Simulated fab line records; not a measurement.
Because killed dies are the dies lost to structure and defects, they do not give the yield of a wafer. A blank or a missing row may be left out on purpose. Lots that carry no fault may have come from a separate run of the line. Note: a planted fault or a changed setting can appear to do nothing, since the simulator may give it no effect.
Which tool did it? | flow sky130 | 17 wafers sampled from 6 lots at 1 step of a route of 708

== WHAT THE GAUGES SHOWED, per wafer ==
SKY_FIELD_ISO_BOW_MEAS_00.
lot  | measured    | on           | INCOMING_BOW (um)
L448 | day 1 20:02 | filmMetro-04 | -2 -6 -2
L452 | day 2 16:00 | filmMetro-04 | 2 -3 -3
L456 | day 3 12:02 | filmMetro-02 | 5 11 -4
L458 | day 3 22:00 | filmMetro-02 | 4 12 -2
L461 | day 4 13:01 | filmMetro-02 | -5 -7 7
L464 | day 5 04:04 | filmMetro-02 | 0 7

== WHAT TOOL EACH LOT RAN ON (gives the tool, then ch and the chambers of the sampled wafers, and finally the start) ==
The record holds no process step before these readings.

== THE ANSWER, worked out from the rows above alone ==
Rule: the lots themselves supply what counts as usual. The widest of any qualifying gaps counts: lots, ordered by their means at a reading, are off when they make up no more than a third of the lots, leave a main group of 4 or more, and stand apart from it by 3 or more times the standard deviation of that group's means. A main group whose means are all the same, to the digits that the tables above print for the reading, isn't used. Also off: a lot with no number at a reading for which 4 or more lots have one. The other lots that the step has rows for count as sound.
No lot is off at any reading shown: from this, nothing can be told.

== WHAT THE SIMULATOR HAD PUT IN ==
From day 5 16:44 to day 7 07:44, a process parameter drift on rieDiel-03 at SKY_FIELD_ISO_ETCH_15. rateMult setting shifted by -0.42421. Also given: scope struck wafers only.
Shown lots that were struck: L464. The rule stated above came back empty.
